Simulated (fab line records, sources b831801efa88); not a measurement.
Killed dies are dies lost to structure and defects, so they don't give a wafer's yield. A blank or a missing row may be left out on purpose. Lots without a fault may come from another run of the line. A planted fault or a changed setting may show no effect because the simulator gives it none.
A struck lot beside a sound one | flow gf180mcu | 14 steps out of a route of 602
Sound: wafers L527.1, L527.2, L527.5. Struck: wafers L533.1, L533.3, L533.4. The cause comes at the end.
At each step with rows: each side's tool, then ch and its chambers, then its first start. Under that, the readings that differ: sound wafers | struck wafers | difference of the means | sigmas: that difference in standard deviations of wafers without a fault.
alike: readings whose means differ by less than 2 such deviations, and words and numbers that are the same on both sides. not compared: withheld readings, readings that some wafer has no value for, bounds like >300 that may hide the same value, and numbers for which the record gives no deviation and whose values overlap.
The two part at a step that has a row with sigmas, a row that says differs or no value, or rows on one side only. Numbers that don't overlap but have no deviation are shown without sigmas and don't part them. A reading that every wafer of one side lacks parts them only if that side has two wafers or more.

GF_CONTACT_OVL_MEAS_15:
  sound on overlay-01, day 19 03:03; struck on overlay-01, day 21 03:02
  alike: CONTACT_OVL
GF_CONTACT_ETCH_16: etches BARC in N2/H2.
  sound on rie_diel-02 ch 0,1,2, day 19 03:05; struck on rie_diel-02 ch 1,2,3, day 21 03:04
  alike: drypump_motor_current_A, n2_flow_sccm, oes_product_au, throttle_valve_pct
GF_CONTACT_ETCH_17: etches SiO2 in C4F8/O2/Ar, stops on CoSi2, target depth 860 nm.
  sound on rie_diel-02 ch 0,1,2; struck on rie_diel-02 ch 1,2,3
  alike: oes_product_au
then, 4 steps without rows for these wafers: GF_CONTACT_STRIP_18 (strips in O2/N2); GF_CONTACT_CLEAN_19 (cleans in SPM); GF_CONTACT_CLEAN_20 (cleans in DIW); GF_CONTACT_CLEAN_21 (cleans in dHF, time 20 s).
GF_CONTACT_SPUTTER_22: material Ti, target thk 15 nm, time 80.02 s.
  sound on pvd_sputter-02, day 19 03:33; struck on pvd_sputter-01, day 21 03:32
  alike: cathode_dc_power_W, throttle_valve_pct
GF_CONTACT_SPUTTER_23: material TiN, target thk 10 nm, time 40 s.
  sound on pvd_sputter-02, day 19 03:37; struck on pvd_sputter-01, day 21 03:36
  alike: cathode_dc_power_W, throttle_valve_pct
GF_CONTACT_CVD_24: deposits W, target thk 300 nm, time 90.339 s.
  sound on cvd_w-01 ch 0,1, day 19 03:39; struck on cvd_w-02 ch 0,1, day 21 03:38
  alike: heater_power_w
GF_CONTACT_RS_MEAS_25: measures by four-point-probe.
  sound on film_metro-01, day 19 03:47; struck on film_metro-03, day 21 03:44
  alike: CONTACT_W_RS
GF_CONTACT_THK_MEAS_26: measures by xrf.
  sound on film_metro-01, day 19 03:54; struck on film_metro-03, day 21 03:52
  alike: CONTACT_W_THK
GF_CONTACT_CMP_27: polishes, stops on SiO2, t overpolish 15 s, target thk 0 nm.
  sound on cmp-01 ch 0,1,2, day 19 04:04; struck on cmp-01 ch 0,1,2, day 21 03:55
  reading                | sound                | struck            | difference | sigmas
  overpolish_run_s (s)   | 15.011 14.992 15.006 | 0.031 0.033 0.042 | -14.968    | -99 or more
  time_to_endpoint_s (s) | 72 66 65             | 107 107 108       | +40        | +9
  alike: motor_current_A
-- the record jumps here: 12 days lie between the struck wafers' starts before and after (it left off in module CONTACT and takes up again in module PASSIVATION, whose first step shown is number 602 of the route) --
GF_PASSIVATION_PROBE_99:
  the record has rows for the struck wafers here (prober-02, day 32 19:16) and none for the sound ones

WHERE THEY PART
First at GF_CONTACT_CMP_27; last, within this record, at GF_PASSIVATION_PROBE_99.

WHY: what the simulator had put in
Process parameter drift: cmp-01, from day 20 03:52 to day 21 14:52, at GF_CONTACT_CMP_27. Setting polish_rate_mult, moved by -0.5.
